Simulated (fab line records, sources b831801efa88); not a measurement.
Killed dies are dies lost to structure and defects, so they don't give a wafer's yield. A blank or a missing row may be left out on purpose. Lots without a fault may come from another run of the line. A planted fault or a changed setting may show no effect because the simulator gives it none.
A struck lot beside a sound one | flow sky130 | 15 steps out of a route of 708
Sound: wafers L629.2, L629.5, L629.6. Struck: wafers L640.1, L640.2, L640.4. The cause comes at the end.
At each step with rows: each side's tool, then ch and its chambers, then its first start. Under that, the readings that differ: sound wafers | struck wafers | difference of the means | sigmas: that difference in standard deviations of wafers without a fault.
alike: readings whose means differ by less than 2 such deviations, and words and numbers that are the same on both sides. not compared: withheld readings, readings that some wafer has no value for, bounds like >300 that may hide the same value, and numbers for which the record gives no deviation and whose values overlap.
The two part at a step that has a row with sigmas, a row that says differs or no value, or rows on one side only. Numbers that don't overlap but have no deviation are shown without sigmas and don't part them. A reading that every wafer of one side lacks parts them only if that side has two wafers or more.

first, 5 steps without rows for these wafers: SKY_LI_CONTACT_COAT_07 (resist thk 450 nm); SKY_LI_CONTACT_SOFTBAKE_08 (time 90 s); SKY_LI_CONTACT_EXPOSE_09 (exposes mask LICM1, target cd 170 nm); SKY_LI_CONTACT_PEB_10; SKY_LI_CONTACT_DEVELOP_11 (develop time 60 s).
SKY_LI_CONTACT_CD_MEAS_12: target cd 170 nm.
  sound on cd_sem-01, day 30 14:52; struck on cd_sem-01, day 34 02:33
  reading    | sound             | struck            | difference | sigmas
  cd_nm (nm) | 171.9 171.7 171.5 | 166.7 168.6 168.8 | -3.7       | -2
SKY_LI_CONTACT_OVL_MEAS_13:
  sound on overlay-01, day 30 14:58; struck on overlay-01, day 34 02:40
  alike: LI_CONTACT_OVL
SKY_LI_CONTACT_ETCH_14: etches BARC in N2/H2, stops on SiO2, time 45.9 s, target depth 60 nm.
  sound on rie_diel-03 ch 2,3, day 30 15:00; struck on rie_diel-03 ch 0,1,3, day 34 02:42
  alike: drypump_motor_current_A, oes_product_au, throttle_valve_pct
  not compared: rf_hours_counter_h
SKY_LI_CONTACT_ETCH_15: etches PSG in C4F8/O2/Ar, stops on Si, target depth 600 nm.
  sound on rie_diel-03 ch 2,3, day 30 15:02; struck on rie_diel-03 ch 0,1,3, day 34 02:44
  alike: oes_product_au
SKY_LI_CONTACT_STRIP_16: strips in O2/N2.
  sound on plasma_asher-03 ch 0,1, day 30 15:08; struck on plasma_asher-03 ch 0,1, day 34 02:50
  alike: drypump_motor_current_A, oes_product_au, strip_time_to_endpoint_s
  not compared: rf_hours_counter_h
then, 2 steps without rows for these wafers: SKY_LI_CONTACT_CLEAN_17 (cleans in NMP, time 600 s); SKY_LI_CONTACT_PRE_CLEAN_18 (time 5.6 s).
-- the record jumps here: 5 days lie between the struck wafers' starts before and after --
SKY_LI_CONTACT_SPUTTER_19: material Ti, target thk 20 nm, time 106.37 s.
  sound on pvd_sputter-01, day 30 15:25; struck on pvd_sputter-03, day 39 03:08
  alike: throttle_valve_pct
SKY_LI_CONTACT_SPUTTER_20: material TiN, target thk 20 nm, time 80 s.
  sound on pvd_sputter-01, day 30 15:30; struck on pvd_sputter-03, day 39 03:13
  alike: throttle_valve_pct
-- the record jumps here: 15 days lie between the struck wafers' starts before and after (it left off in module LI_CONTACT and takes up again in module PAD_OPEN, whose first step shown is number 708 of the route) --
SKY_PAD_OPEN_PROBE_99:
  sound on prober-02, day 47 00:46; struck on prober-01, day 54 06:40
  reading                                 | sound             | struck            | difference | sigmas
  model.etest.licon_ndiff.rc_ohm          | 180.3 176.1 189.8 | 211.3 204.9 212.6 | +27.5      |
  model.etest.sonos_uncharged.r_on_ohm_um | 818.6 807.9 815.1 | 855.6 821 828.3   | +21.1      |
  model.etest.licon_poly.rc_ohm           | 147.2 153.5 152.8 | 176.2 163.5 167.2 | +17.8      |
  alike: killed_at_M0_to_M3, killed_at_M4_up, killed_at_contacts, killed_at_front_end, killed_at_other, killed_dies, killed_open, killed_short

WHERE THEY PART
Only at SKY_LI_CONTACT_CD_MEAS_12, within this record. Later steps at which nothing parts them and some readings are alike: SKY_LI_CONTACT_OVL_MEAS_13, SKY_LI_CONTACT_ETCH_14, SKY_LI_CONTACT_ETCH_15, SKY_LI_CONTACT_STRIP_16, SKY_LI_CONTACT_SPUTTER_19, SKY_LI_CONTACT_SPUTTER_20, SKY_PAD_OPEN_PROBE_99.

WHY: what the simulator had put in
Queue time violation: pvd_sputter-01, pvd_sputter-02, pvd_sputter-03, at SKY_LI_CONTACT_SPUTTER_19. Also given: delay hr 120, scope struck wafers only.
